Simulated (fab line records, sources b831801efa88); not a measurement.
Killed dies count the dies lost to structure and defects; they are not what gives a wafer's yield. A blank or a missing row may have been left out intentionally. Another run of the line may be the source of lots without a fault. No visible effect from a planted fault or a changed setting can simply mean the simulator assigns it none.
Which tool is to blame? / flow sky130 / 39 wafers from 13 lots sampled at 3 of the route's 708 steps

== WHAT THE GAUGES READ, wafer by wafer ==
SKY_VIA1_BOW_MEAS_03.
lot=L815; measured=day 33 02:13; on=film_metro-02; VIA1_BOW (um)=82 83 81
lot=L817; measured=day 33 17:28; on=film_metro-04; VIA1_BOW (um)=78 81 73
lot=L818; measured=day 34 05:32; on=film_metro-04; VIA1_BOW (um)=78 89 86
lot=L821; measured=day 35 00:26; on=film_metro-04; VIA1_BOW (um)=80 87 70
lot=L823; measured=day 35 10:31; on=film_metro-02; VIA1_BOW (um)=87 85 76
lot=L824; measured=day 35 18:29; on=film_metro-03; VIA1_BOW (um)=93 81 90
lot=L825; measured=day 36 13:04; on=film_metro-02; VIA1_BOW (um)=71 64 76
lot=L826; measured=day 36 13:25; on=film_metro-03; VIA1_BOW (um)=76 71 80
lot=L827; measured=day 36 22:22; on=film_metro-03; VIA1_BOW (um)=84 76 88
lot=L835; measured=day 39 17:41; on=film_metro-03; VIA1_BOW (um)=73 80 81
lot=L838; measured=day 40 04:17; on=film_metro-04; VIA1_BOW (um)=85 76 76
lot=L836; measured=day 40 04:49; on=film_metro-04; VIA1_BOW (um)=100 86 79
lot=L837; measured=day 40 07:10; on=film_metro-03; VIA1_BOW (um)=92 74 69

SKY_CAPM_THK_MEAS_01.
lot=L815; measured=day 36 15:23; on=film_metro-01; CAPM_CVD_00_THK (nm)=15.14 15.02 15.46
lot=L817; measured=day 37 04:40; on=film_metro-01; CAPM_CVD_00_THK (nm)=15.51 15.48 15.45
lot=L818; measured=day 37 18:22; on=film_metro-03; CAPM_CVD_00_THK (nm)=15.39 15.74 15.49
lot=L821; measured=day 38 10:46; on=film_metro-04; CAPM_CVD_00_THK (nm)=14.96 15.02 15.27
lot=L823; measured=day 38 23:08; on=film_metro-03; CAPM_CVD_00_THK (nm)=15.46 15.37 15.56
lot=L824; measured=day 39 05:24; on=film_metro-01; CAPM_CVD_00_THK (nm)=15.23 15.23 15.61
lot=L825; measured=day 39 22:53; on=film_metro-01; CAPM_CVD_00_THK (nm)=15.25 15.32 15.45
lot=L826; measured=day 40 00:26; on=film_metro-04; CAPM_CVD_00_THK (nm)=15.63 15.44 15.86
lot=L827; measured=day 40 08:58; on=film_metro-04; CAPM_CVD_00_THK (nm)=15.24 15.53 15.47
lot=L835; measured=day 42 22:47; on=film_metro-03; CAPM_CVD_00_THK (nm)=15.42 15.51 15.26
lot=L838; measured=day 43 11:09; on=film_metro-01; CAPM_CVD_00_THK (nm)=15.47 15.71 15.60
lot=L836; measured=day 43 11:46; on=film_metro-03; CAPM_CVD_00_THK (nm)=15.31 15.38 15.54
lot=L837; measured=day 43 14:05; on=film_metro-04; CAPM_CVD_00_THK (nm)=15.16 14.80 15.14

== TOOL THAT RAN EACH LOT (tool first, then ch and the chambers of the sampled wafers, then the start) ==
lot=L815; SKY_LDD_LDN_IMPLANT_08=implanter-02 ch 0, day 22 21:40
lot=L817; SKY_LDD_LDN_IMPLANT_08=implanter-01 ch 0, day 23 15:50
lot=L818; SKY_LDD_LDN_IMPLANT_08=implanter-01 ch 0, day 24 07:25
lot=L821; SKY_LDD_LDN_IMPLANT_08=implanter-03 ch 0, day 25 07:07
lot=L823; SKY_LDD_LDN_IMPLANT_08=implanter-02 ch 0, day 25 17:20
lot=L824; SKY_LDD_LDN_IMPLANT_08=implanter-02 ch 0, day 26 03:14
lot=L825; SKY_LDD_LDN_IMPLANT_08=implanter-01 ch 0, day 26 19:36
lot=L826; SKY_LDD_LDN_IMPLANT_08=implanter-01 ch 0, day 26 22:06
lot=L827; SKY_LDD_LDN_IMPLANT_08=implanter-02 ch 0, day 27 07:19
lot=L835; SKY_LDD_LDN_IMPLANT_08=implanter-02 ch 0, day 30 10:11
lot=L838; SKY_LDD_LDN_IMPLANT_08=implanter-03 ch 0, day 30 22:56
lot=L836; SKY_LDD_LDN_IMPLANT_08=implanter-02 ch 0, day 30 23:16
lot=L837; SKY_LDD_LDN_IMPLANT_08=implanter-01 ch 0, day 31 02:19
- SKY_LDD_LDN_IMPLANT_08

== AS READ BY THE TOOLS THEMSELVES (means over the sampled wafers that have a number; for cases with no such wafer, the mark the record gives instead) ==
SKY_LDD_LDN_IMPLANT_08.
lot=L815 tool=implanter-02 dose_ions_cm2=1.2506e+13 faraday_current_uA=70.9
lot=L817 tool=implanter-01 dose_ions_cm2=1.2489e+13 faraday_current_uA=69.8
lot=L818 tool=implanter-01 dose_ions_cm2=1.2496e+13 faraday_current_uA=68.9
lot=L821 tool=implanter-03 dose_ions_cm2=1.2499e+13 faraday_current_uA=69.9
lot=L823 tool=implanter-02 dose_ions_cm2=1.2497e+13 faraday_current_uA=71.9
lot=L824 tool=implanter-02 dose_ions_cm2=1.2478e+13 faraday_current_uA=69.8
lot=L825 tool=implanter-01 dose_ions_cm2=1.2527e+13 faraday_current_uA=69.6
lot=L826 tool=implanter-01 dose_ions_cm2=1.2485e+13 faraday_current_uA=70.5
lot=L827 tool=implanter-02 dose_ions_cm2=1.2496e+13 faraday_current_uA=69.3
lot=L835 tool=implanter-02 dose_ions_cm2=1.0688e+13 faraday_current_uA=60.4
lot=L838 tool=implanter-03 dose_ions_cm2=1.2491e+13 faraday_current_uA=70.0
lot=L836 tool=implanter-02 dose_ions_cm2=1.0698e+13 faraday_current_uA=59.5
lot=L837 tool=implanter-01 dose_ions_cm2=1.2501e+13 faraday_current_uA=69.5

== THE ANSWER, worked out from the rows above alone ==
Rule: what is usual is taken from the lots themselves. The widest of any qualifying gaps counts: lots, ordered by their means at a reading, are off when they make up no more than a third of the lots, leave a main group of 4 or more, and stand apart from it by 3 or more times the standard deviation of that group's means. If all means in a main group match to the digits the tables above print for the reading, that group is not used. Also off: a lot with no number at a reading for which 4 or more lots have one. Where the step has rows for the other lots, those lots are counted as sound. Order of review: gauges by route order, followed by the tools' own readings, for which a lot's mean as printed above is used. The first step at which some lot is off is used, and at that step the reading that is off furthest; a lot without a number counts as furthest.
Off, at SKY_LDD_LDN_IMPLANT_08 on dose_ions_cm2: L835, L836. The main group has a mean of 1.2497e+13 with a standard deviation of 1.2e+10.
A tool fits if, at that step or a process step before it, it ran every lot that is off, and no sound lot after the first of them. One candidate fits, namely implanter-02 at SKY_LDD_LDN_IMPLANT_08. A fault onset in the window from L827 (day 27 07:19, its last sound lot) to L835 (day 30 10:11, its first lot off) fits.
The tool's own readings at SKY_LDD_LDN_IMPLANT_08 bear it out: on the lots that are off they differ by more than 5 times the standard deviation of the sound lots' means. dose_ions_cm2 reads 1.0693e+13 there against 1.2497e+13 on the sound lots; faraday_current_uA reads 60.0 there against 70.0 on the sound lots.

== WHAT WAS PUT IN BY THE SIMULATOR ==
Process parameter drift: implanter-02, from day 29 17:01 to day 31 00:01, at SKY_LDD_LDN_IMPLANT_08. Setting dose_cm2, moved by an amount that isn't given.
Shown lots that were struck: L835, L836. The rule given above showed the same thing.
